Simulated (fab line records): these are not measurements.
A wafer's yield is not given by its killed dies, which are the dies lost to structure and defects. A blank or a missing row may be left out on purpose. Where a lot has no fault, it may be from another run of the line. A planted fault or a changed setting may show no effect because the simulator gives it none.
Comparing a struck lot with a sound one ; flow gf180mcu ; 15 steps out of a route of 602
Sound: wafers L984.2, L984.3, L984.4. Wafers L100.4, L100.5, L100.6 were the ones struck. The cause is named last.
For every step that has rows: the tool of each side, followed by ch and its chambers, followed by its first start. Under that, the readings that differ: sound wafers ; struck wafers ; difference of the means ; sigmas: that difference in standard deviations of wafers without a fault.
alike: readings with means less than 2 such deviations apart, plus words and numbers identical on both sides. not compared: withheld readings, readings lacking a value on some wafer, bounds such as >300 that could conceal the same value, and numbers that have no deviation in the record and whose values overlap.
The two part at a step that has a row with sigmas, a row that says differs or no value, or rows on one side only. Numbers that don't overlap but have no deviation are shown without sigmas and don't part them. A reading that every wafer of one side lacks parts them only if that side has two wafers or more.

GF_V5_BOW_MEAS_05:
  sound: film_metro-01 at day 28 14:19; struck: film_metro-03 at day 32 19:37
  alike: V5_BOW
then, 8 steps without rows for these wafers: GF_V5_DEHYDRATE_06 (time 60 s); GF_V5_HMDS_07 (prime time 60 s); GF_V5_COAT_08; GF_V5_COAT_09 (resist thk 1000 nm); GF_V5_SOFTBAKE_10 (time 60 s); GF_V5_EXPOSE_11 (exposes mask Via5, target cd 260 nm); GF_V5_PEB_12 (peb time 90 s); GF_V5_DEVELOP_13 (develop time 60 s).
GF_V5_CD_MEAS_14: target cd 260 nm.
  sound: cd_sem-01 at day 29 09:58; struck: cd_sem-01 at day 33 11:55
  alike: cd_nm
GF_V5_OVL_MEAS_15:
  sound: overlay-01 at day 29 10:04; struck: overlay-02 at day 33 12:00
  alike: V5_OVL
GF_V5_ETCH_16: etches BARC in N2/H2.
  sound on rie_diel-01 ch 0,1,2, day 29 10:06; struck on rie_diel-02 ch 1,2,3, day 33 12:02
  alike: bias_w, chamber_pressure_mTorr, drypump_motor_current_A, oes_product_au, throttle_valve_pct
GF_V5_ETCH_17: etches SiO2 in C4F8/O2/Ar, stops on TiN, target depth 855 nm.
  sound on rie_diel-01 ch 0,1,2, day 29 10:00; struck on rie_diel-02 ch 1,2,3, day 33 12:00
  no value came back on the struck wafers for bias_w (W), chamber_pressure_mTorr (mTorr), oes_product_au (a.u.); on the sound wafers bias_w (W) reads 1198 1196 1198
GF_V5_STRIP_18: strips in O2/N2.
  sound on plasma_asher-03 ch 0,1, day 29 10:15; struck on plasma_asher-01 ch 0,1, day 33 12:12
reading;sound;struck;difference;sigmas
oes_product_au (a.u.);0.565 0.565 0.563;0.664 0.670 0.667;+0.103;+21
  alike: drypump_motor_current_A, heater_power_w
  not compared: rf_hours_counter_h
then, 1 step without rows for these wafers: GF_V5_STRIP_19 (strips in post etch residue remover, time 1200 s).

## WHERE THEY PART
Last at GF_V5_STRIP_18 as far as this record goes, first at GF_V5_ETCH_17.

WHY: what the simulator had put in
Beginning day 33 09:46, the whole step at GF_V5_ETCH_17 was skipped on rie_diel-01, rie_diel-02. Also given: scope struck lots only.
